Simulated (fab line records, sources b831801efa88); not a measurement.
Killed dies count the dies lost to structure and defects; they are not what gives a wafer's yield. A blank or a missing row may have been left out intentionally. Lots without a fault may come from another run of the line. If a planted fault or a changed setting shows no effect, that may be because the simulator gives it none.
Chamber matching	flow gf180mcu	GF_PASSIVATION_ETCH_11 on rie diel-03: 4 sister chambers
The step etches the open film in CF4/O2, stops on TiN, target depth 1800 nm, time 400 s. 8 wafers are shown with their chamber, then 7 later ones without.

== WAFERS PAIRED WITH THEIR CHAMBERS ==
wafer	chamber	drypump motor current A (A)	oes product au (a.u.)
L671.5	2	6.04	0.971
L673.2	1	5.35	0.964
L673.4	2	6.00	0.965
L674.1	3	5.92	0.962
L674.4	1	5.35	0.954
L677.1	0	5.63	0.974
L677.4	3	5.96	0.976
L677.5	0	5.64	0.963

== WAFERS WITHOUT THEIR CHAMBER ==
wafer	drypump motor current A (A)	oes product au (a.u.)
L680.2	6.03	0.954
L680.4	5.33	0.956
L682.1	5.62	0.957
L682.3	6.02	0.958
L689.1	5.63	0.961
L689.4	5.97	0.972
L689.5	5.36	0.956

== CHAMBER TAKEN BY EACH ==
wafer	from the rows above	in truth
L680.2	2	2
L680.4	1	1
L682.1	0	0
L682.3	2	2
L689.1	0	0
L689.4	can't be placed: 3 or 2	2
L689.5	1	1
Correct placement for 6 of the 7. Cannot be placed on the basis of these rows: 1; the candidates contain the true chamber in 1. 0 placed wrongly.
How it was worked out, from the rows above alone: a wafer's distance from a chamber is the root of the sum, over the readings, of the square of ((its reading less the chamber's mean) divided by the reading's scatter). If the next closest chamber is less than 2 further off than the closest, the wafer can't be placed; otherwise it belongs to the closest. The mean given for a chamber averages the wafers shown for that chamber. The scatter: the root of (the sum of the squares of (reading less its chamber's mean) over the shown wafers, divided by (wafers less chambers)).
